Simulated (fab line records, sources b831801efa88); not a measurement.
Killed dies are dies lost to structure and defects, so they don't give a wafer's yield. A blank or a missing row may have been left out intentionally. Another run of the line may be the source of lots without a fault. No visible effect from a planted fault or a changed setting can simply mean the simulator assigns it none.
Which of the tools did it? | flow sky130 | 24 lots with 72 wafers sampled at 6 steps, on a route of 708 steps

## WHAT THE GAUGES READ, wafer by wafer
SKY_METAL5_THK_MEAS_06: measures by xrf.
lot  | measured     | on           | METAL5_ALCU_THK (nm)
L074 | day 42 15:17 | filmMetro-04 | 1168 1157 1153
L075 | day 43 03:52 | filmMetro-04 | 1136 1138 1135
L076 | day 43 06:22 | filmMetro-03 | 1140 1156 1150
L077 | day 43 22:26 | filmMetro-03 | 1138 1126 1139
L078 | day 44 01:26 | filmMetro-03 | 1138 1156 1148
L079 | day 44 04:41 | filmMetro-03 | 1158 1159 1154
L080 | day 44 06:29 | filmMetro-03 | 1137 1143 1142
L081 | day 44 15:09 | filmMetro-02 | 1163 1168 1160
L082 | day 45 08:12 | filmMetro-04 | 1164 1171 1169
L083 | day 45 08:12 | filmMetro-03 | 1148 1144 1142
L084 | day 45 17:37 | filmMetro-03 | 1139 1145 1146
L085 | day 45 22:00 | filmMetro-04 | 1173 1165 1168
L086 | day 46 05:13 | filmMetro-03 | 1142 1147 1134
L087 | day 46 11:25 | filmMetro-02 | 1148 1139 1151
L088 | day 46 12:58 | filmMetro-04 | 1166 1165 1168
L089 | day 46 18:55 | filmMetro-04 | 1183 1176 1178
L090 | day 47 06:29 | filmMetro-03 | 1150 1148 1165
L092 | day 47 12:14 | filmMetro-04 | 1159 1167 1152
L091 | day 47 15:29 | filmMetro-04 | 1135 1138 1136
L093 | day 47 17:46 | filmMetro-04 | 1154 1159 1165
L094 | day 48 04:49 | filmMetro-02 | 1150 1150 1163
L095 | day 48 05:09 | filmMetro-03 | 1171 1175 1162
L097 | day 48 12:37 | filmMetro-02 | 1157 1166 1168
L096 | day 48 16:50 | filmMetro-03 | 1157 1155 1147

## WHICH TOOL RAN EACH LOT (tool, then ch and the chambers of the sampled wafers, then the start)
lot  | SKY_LI_CONTACT_CMP_24         | SKY_METAL2_SPUTTER_03       | SKY_VIA2_ETCH_14                  | SKY_CAPM_METAL_ETCH_13           | SKY_METAL3_METAL_ETCH_18
L074 | cmp-02 ch 0,2,3, day 28 22:29 | pvdSputter-03, day 33 18:13 | rieDiel-01 ch 0,1, day 35 23:16   | rieMetal-03 ch 1, day 37 03:09   | rieMetal-02 ch 0,1, day 38 05:59
L075 | cmp-01 ch 1,2, day 29 13:33   | pvdSputter-01, day 34 08:26 | rieDiel-02 ch 1,2, day 36 13:59   | rieMetal-03 ch 0,1, day 37 17:59 | rieMetal-02 ch 0,1, day 38 20:30
L076 | cmp-01 ch 0,2,3, day 29 17:23 | pvdSputter-01, day 34 13:40 | rieDiel-04 ch 1,3, day 36 18:33   | rieMetal-03 ch 1, day 37 21:31   | rieMetal-04 ch 0,1, day 38 23:06
L077 | cmp-02 ch 0,2,3, day 30 06:40 | pvdSputter-01, day 35 03:55 | rieDiel-01 ch 2,3, day 37 09:25   | rieMetal-04 ch 0,1, day 38 13:03 | rieMetal-04 ch 0,1, day 39 14:47
L078 | cmp-02 ch 1,2,3, day 30 16:06 | pvdSputter-01, day 35 10:35 | rieDiel-02 ch 0,1,2, day 37 16:25 | rieMetal-01 ch 0, day 38 18:54   | rieMetal-04 ch 0,1, day 39 20:12
L079 | cmp-01 ch 0,3, day 30 21:37   | pvdSputter-01, day 35 14:26 | rieDiel-04 ch 1,2,3, day 37 20:22 | rieMetal-01 ch 0, day 38 23:14   | rieMetal-04 ch 0,1, day 40 00:40
L080 | cmp-01 ch 1,2, day 31 00:56   | pvdSputter-01, day 35 16:44 | rieDiel-04 ch 1,2,3, day 37 22:06 | rieMetal-04 ch 0,1, day 39 00:43 | rieMetal-04 ch 0,1, day 40 02:23
L081 | cmp-02 ch 0,2,3, day 31 10:04 | pvdSputter-01, day 36 02:48 | rieDiel-04 ch 2,3, day 38 08:06   | rieMetal-03 ch 0,1, day 39 10:33 | rieMetal-01 ch 0,1, day 40 11:40
L082 | cmp-01 ch 0,1,3, day 32 04:53 | pvdSputter-01, day 36 21:10 | rieDiel-01 ch 1,2, day 39 01:28   | rieMetal-04 ch 0,1, day 40 03:22 | rieMetal-04 ch 0,1, day 41 04:32
L083 | cmp-02 ch 0,1,2, day 32 05:23 | pvdSputter-03, day 36 21:13 | rieDiel-01 ch 0,1,3, day 39 01:59 | rieMetal-03 ch 0, day 40 04:11   | rieMetal-01 ch 0,1, day 41 05:48
L084 | cmp-01 ch 0,3, day 32 14:09   | pvdSputter-03, day 37 09:56 | rieDiel-01 ch 1,2,3, day 39 14:16 | rieMetal-04 ch 0,1, day 40 15:50 | rieMetal-02 ch 0,1, day 41 16:46
L085 | cmp-02 ch 0,1, day 33 00:11   | pvdSputter-03, day 37 14:38 | rieDiel-02 ch 0,1,2, day 39 18:15 | rieMetal-03 ch 0, day 40 19:59   | rieMetal-02 ch 0,1, day 41 20:49
L086 | cmp-02 ch 0,1,3, day 33 07:54 | pvdSputter-04, day 37 22:45 | rieDiel-02 ch 0,3, day 40 02:27   | rieMetal-01 ch 0,1, day 41 05:01 | rieMetal-04 ch 0,1, day 42 05:08
L087 | cmp-01 ch 1,2, day 33 14:19   | pvdSputter-01, day 38 04:52 | rieDiel-01 ch 2,3, day 40 08:13   | rieMetal-03 ch 0, day 41 10:02   | rieMetal-04 ch 0,1, day 42 10:58
L088 | cmp-02 ch 0,1,2, day 33 19:43 | pvdSputter-04, day 38 10:44 | rieDiel-02 ch 0,2,3, day 40 12:59 | rieMetal-04 ch 0,1, day 41 14:27 | rieMetal-02 ch 0,1, day 42 15:06
L089 | cmp-01 ch 0,3, day 34 02:07   | pvdSputter-04, day 38 15:59 | rieDiel-02 ch 2,3, day 40 18:29   | rieMetal-01 ch 0,1, day 41 20:08 | rieMetal-02 ch 1, day 42 20:35
L090 | cmp-02 ch 0,1,2, day 34 15:01 | pvdSputter-04, day 39 06:28 | rieDiel-02 ch 0,1,3, day 41 09:44 | rieMetal-03 ch 0,1, day 42 10:57 | rieMetal-02 ch 0,1, day 43 10:51
L092 | cmp-02 ch 0,3, day 35 03:18   | pvdSputter-04, day 39 15:17 | rieDiel-04 ch 0,2,3, day 41 15:53 | rieMetal-04 ch 0,1, day 42 17:23 | rieMetal-04 ch 0, day 43 16:50
L091 | cmp-01 ch 0,2,3, day 35 03:31 | pvdSputter-01, day 39 16:05 | rieDiel-02 ch 0,2,3, day 41 18:48 | rieMetal-04 ch 0,1, day 42 20:14 | rieMetal-02 ch 0,1, day 43 20:16
L093 | cmp-02 ch 0,1,2, day 35 07:03 | pvdSputter-04, day 39 19:24 | rieDiel-04 ch 0,1,3, day 41 21:47 | rieMetal-03 ch 0,1, day 42 22:41 | rieMetal-02 ch 0,1, day 43 22:38
L094 | cmp-02 ch 0,1, day 35 18:31   | pvdSputter-04, day 40 07:03 | rieDiel-01 ch 2,3, day 42 09:37   | rieMetal-03 ch 0,1, day 43 10:46 | rieMetal-02 ch 0,1, day 44 10:31
L095 | cmp-01 ch 0,1,3, day 35 20:34 | pvdSputter-04, day 40 09:04 | rieDiel-04 ch 0,3, day 42 11:24   | rieMetal-01 ch 0,1, day 43 12:36 | rieMetal-01 ch 0,1, day 44 11:42
L097 | cmp-02 ch 0,1, day 36 08:28   | pvdSputter-03, day 40 19:32 | rieDiel-04 ch 1,2, day 42 20:47   | rieMetal-03 ch 0,1, day 43 21:39 | rieMetal-04 ch 0,1, day 44 20:44
L096 | cmp-01 ch 0,3, day 36 15:05   | pvdSputter-01, day 41 02:04 | rieDiel-02 ch 1,3, day 43 02:41   | rieMetal-03 ch 0,1, day 44 02:58 | rieMetal-02 ch 0, day 45 02:09
- SKY_LI_CONTACT_CMP_24: polishes, stops on PSG, t overpolish 20 s, target thk 0 nm.
- SKY_METAL2_SPUTTER_03: material Ti, target thk 5 nm, time 3.3 s.
- SKY_VIA2_ETCH_14: etches BARC in N2/H2, stops on SiO2, time 45.9 s, target depth 60 nm.
- SKY_CAPM_METAL_ETCH_13: etches TiN in Cl2/BCl3, stops on SiO2, target depth 220 nm, time 62.9 s.
- SKY_METAL3_METAL_ETCH_18: etches the open film in Cl2/BCl3, stops on SiO2, target depth 845 nm, time 183.1 s.

## WHAT THE TOOLS THEMSELVES READ (means of the sampled wafers that have a number; where no wafer has one, the mark that the record gives instead)
SKY_LI_CONTACT_CMP_24.
lot  | tool   | motorCurrentA (A) | overpolishRunS (s) | timeToEndpointS (s)
L074 | cmp-02 | 11.2              | 19.998             | 100
L075 | cmp-01 | 11.7              | 20.003             | 90
L076 | cmp-01 | 11.3              | 19.995             | 94
L077 | cmp-02 | 11.2              | 19.994             | 100
L078 | cmp-02 | 10.7              | 19.997             | 102
L079 | cmp-01 | 11.4              | 19.998             | 91
L080 | cmp-01 | 11.7              | 20.005             | 95
L081 | cmp-02 | 10.8              | 20.017             | 102
L082 | cmp-01 | 11.7              | 20.002             | 95
L083 | cmp-02 | 10.3              | 20.000             | 98
L084 | cmp-01 | 11.4              | 20.009             | 96
L085 | cmp-02 | 10.5              | 20.008             | 100
L086 | cmp-02 | 11.7              | 20.006             | 100
L087 | cmp-01 | 11.7              | 19.994             | 94
L088 | cmp-02 | 9.8               | 20.005             | 98
L089 | cmp-01 | 11.2              | 19.998             | 96
L090 | cmp-02 | 10.0              | 19.997             | 100
L092 | cmp-02 | 12.3              | 20.018             | 102
L091 | cmp-01 | 10.5              | 19.996             | 95
L093 | cmp-02 | 9.8               | 19.994             | 104
L094 | cmp-02 | 10.1              | 20.006             | 99
L095 | cmp-01 | 11.8              | 19.994             | 97
L097 | cmp-02 | 10.6              | 19.997             | 101
L096 | cmp-01 | 11.1              | 19.997             | 98

SKY_METAL2_SPUTTER_03.
lot  | tool          | throttleValvePct (%)
L074 | pvdSputter-03 | 29.9
L075 | pvdSputter-01 | 31.0
L076 | pvdSputter-01 | 31.8
L077 | pvdSputter-01 | 28.3
L078 | pvdSputter-01 | 31.2
L079 | pvdSputter-01 | 29.6
L080 | pvdSputter-01 | 31.1
L081 | pvdSputter-01 | 29.8
L082 | pvdSputter-01 | 30.8
L083 | pvdSputter-03 | 30.3
L084 | pvdSputter-03 | 30.5
L085 | pvdSputter-03 | 30.3
L086 | pvdSputter-04 | 29.9
L087 | pvdSputter-01 | 29.6
L088 | pvdSputter-04 | 29.9
L089 | pvdSputter-04 | 29.8
L090 | pvdSputter-04 | 30.1
L092 | pvdSputter-04 | 30.2
L091 | pvdSputter-01 | 29.0
L093 | pvdSputter-04 | 29.9
L094 | pvdSputter-04 | 30.0
L095 | pvdSputter-04 | 30.1
L097 | pvdSputter-03 | 30.1
L096 | pvdSputter-01 | 30.3

SKY_VIA2_ETCH_14.
lot  | tool       | drypumpMotorCurrentA (A) | oesProductAu (a.u.) | throttleValvePct (%)
L074 | rieDiel-01 | 5.5                      | 0.846               | 13.227
L075 | rieDiel-02 | 5.5                      | 0.850               | 13.219
L076 | rieDiel-04 | 6.3                      | 0.848               | 13.231
L077 | rieDiel-01 | 5.0                      | 0.849               | 13.223
L078 | rieDiel-02 | 5.4                      | 0.848               | 13.229
L079 | rieDiel-04 | 6.3                      | 0.849               | 13.227
L080 | rieDiel-04 | 6.3                      | 0.852               | 13.217
L081 | rieDiel-04 | 6.3                      | 0.850               | 13.225
L082 | rieDiel-01 | 5.0                      | 0.848               | 13.230
L083 | rieDiel-01 | 5.2                      | 0.850               | 13.232
L084 | rieDiel-01 | 4.9                      | 0.843               | 13.226
L085 | rieDiel-02 | 5.5                      | 0.850               | 13.209
L086 | rieDiel-02 | 5.4                      | 0.843               | 13.234
L087 | rieDiel-01 | 4.9                      | 0.846               | 13.221
L088 | rieDiel-02 | 5.6                      | 0.849               | 13.224
L089 | rieDiel-02 | 5.8                      | 0.845               | 13.227
L090 | rieDiel-02 | 5.3                      | 0.849               | 13.220
L092 | rieDiel-04 | 6.2                      | 0.849               | 13.221
L091 | rieDiel-02 | 5.6                      | 0.851               | 13.226
L093 | rieDiel-04 | 6.2                      | 0.848               | 13.220
L094 | rieDiel-01 | 5.0                      | 0.850               | 13.228
L095 | rieDiel-04 | 6.2                      | 0.855               | 13.227
L097 | rieDiel-04 | 6.4                      | 0.852               | 13.224
L096 | rieDiel-02 | 5.3                      | 0.850               | 13.227

SKY_CAPM_METAL_ETCH_13.
lot  | tool        | drypumpMotorCurrentA (A) | heBacksideLeakSccm (sccm) | oesProductAu (a.u.) | throttleValvePct (%)
L074 | rieMetal-03 | 5.0                      | 3.5                       | 0.963               | 21.876
L075 | rieMetal-03 | 5.2                      | 3.4                       | 0.952               | 21.893
L076 | rieMetal-03 | 5.0                      | 3.4                       | 0.962               | 21.883
L077 | rieMetal-04 | 5.7                      | 3.5                       | 0.960               | 21.894
L078 | rieMetal-01 | 4.9                      | 3.4                       | 0.966               | 21.890
L079 | rieMetal-01 | 4.9                      | 3.3                       | 0.960               | 21.882
L080 | rieMetal-04 | 5.7                      | 4.0                       | 0.966               | 21.874
L081 | rieMetal-03 | 5.5                      | 3.5                       | 0.964               | 21.882
L082 | rieMetal-04 | 5.5                      | 3.3                       | 0.967               | 21.887
L083 | rieMetal-03 | 5.7                      | 3.4                       | 0.962               | 21.879
L084 | rieMetal-04 | 5.7                      | 3.3                       | 0.957               | 21.896
L085 | rieMetal-03 | 5.7                      | 3.5                       | 0.955               | 21.889
L086 | rieMetal-01 | 5.1                      | 3.2                       | 0.954               | 21.896
L087 | rieMetal-03 | 5.7                      | 3.7                       | 0.965               | 21.892
L088 | rieMetal-04 | 5.5                      | 3.3                       | 0.963               | 21.890
L089 | rieMetal-01 | 5.4                      | 3.2                       | 0.961               | 21.882
L090 | rieMetal-03 | 5.2                      | 4.0                       | 0.961               | 21.895
L092 | rieMetal-04 | 5.5                      | 3.2                       | 0.964               | 21.885
L091 | rieMetal-04 | 5.7                      | 3.3                       | 0.960               | 21.895
L093 | rieMetal-03 | 5.5                      | 3.3                       | 0.968               | 21.887
L094 | rieMetal-03 | 5.2                      | 3.4                       | 0.967               | 21.891
L095 | rieMetal-01 | 5.2                      | 3.3                       | 0.947               | 21.901
L097 | rieMetal-03 | 5.2                      | 3.4                       | 0.963               | 21.888
L096 | rieMetal-03 | 5.5                      | 3.3                       | 0.971               | 21.880

SKY_METAL3_METAL_ETCH_18.
lot  | tool        | drypumpMotorCurrentA (A) | heBacksideLeakSccm (sccm) | oesProductAu (a.u.) | throttleValvePct (%)
L074 | rieMetal-02 | 6.4                      | 3.04                      | 0.861               | 22.267
L075 | rieMetal-02 | 6.3                      | 3.07                      | 0.869               | 22.268
L076 | rieMetal-04 | 5.5                      | 3.17                      | 0.869               | 22.266
L077 | rieMetal-04 | 5.7                      | 3.29                      | 0.865               | 22.260
L078 | rieMetal-04 | 5.5                      | 3.22                      | 0.863               | 22.263
L079 | rieMetal-04 | 5.5                      | 3.36                      | 0.867               | 22.265
L080 | rieMetal-04 | 5.6                      | 3.17                      | 0.867               | 22.267
L081 | rieMetal-01 | 5.4                      | 3.05                      | 0.865               | 22.262
L082 | rieMetal-04 | 5.5                      | 3.39                      | 0.872               | 22.257
L083 | rieMetal-01 | 5.4                      | 3.12                      | 0.872               | 22.272
L084 | rieMetal-02 | 6.3                      | 3.11                      | 0.871               | 22.265
L085 | rieMetal-02 | 6.3                      | 3.11                      | 0.870               | 22.259
L086 | rieMetal-04 | 5.5                      | 3.27                      | 0.868               | 22.263
L087 | rieMetal-04 | 5.5                      | 3.35                      | 0.868               | 22.261
L088 | rieMetal-02 | 6.3                      | 3.13                      | 0.860               | 22.264
L089 | rieMetal-02 | 6.4                      | 3.09                      | 0.860               | 22.258
L090 | rieMetal-02 | 6.4                      | 3.15                      | 0.863               | 22.263
L092 | rieMetal-04 | 5.3                      | 3.16                      | 0.873               | 22.273
L091 | rieMetal-02 | 6.4                      | 3.11                      | 0.866               | 22.265
L093 | rieMetal-02 | 6.4                      | 3.13                      | 0.872               | 22.268
L094 | rieMetal-02 | 6.3                      | 3.19                      | 0.857               | 22.268
L095 | rieMetal-01 | 5.2                      | 3.34                      | 0.866               | 22.268
L097 | rieMetal-04 | 5.5                      | 3.15                      | 0.864               | 22.257
L096 | rieMetal-02 | 6.3                      | 3.20                      | 0.862               | 22.265

## THE ANSWER, worked out from the rows above alone
Rule: the usual values come from the lots themselves. The widest of any qualifying gaps counts: lots, ordered by their means at a reading, are off when they make up no more than a third of the lots, leave a main group of 4 or more, and stand apart from it by 3 or more times the standard deviation of that group's means. If all means in a main group match to the digits the tables above print for the reading, that group is not used. A lot without any number at a reading at which 4 lots or more have one is off too. Any other lot the step has rows for is counted as sound. The gauges are gone through in route order, then the tools' own readings, and for those a lot's mean is taken as printed above. The first step at which some lot is off is used, and at that step the reading that is off furthest; a lot without a number counts as furthest.
Nothing can be told from this: no lot is off at any reading shown.

## WHAT THE SIMULATOR PUT IN
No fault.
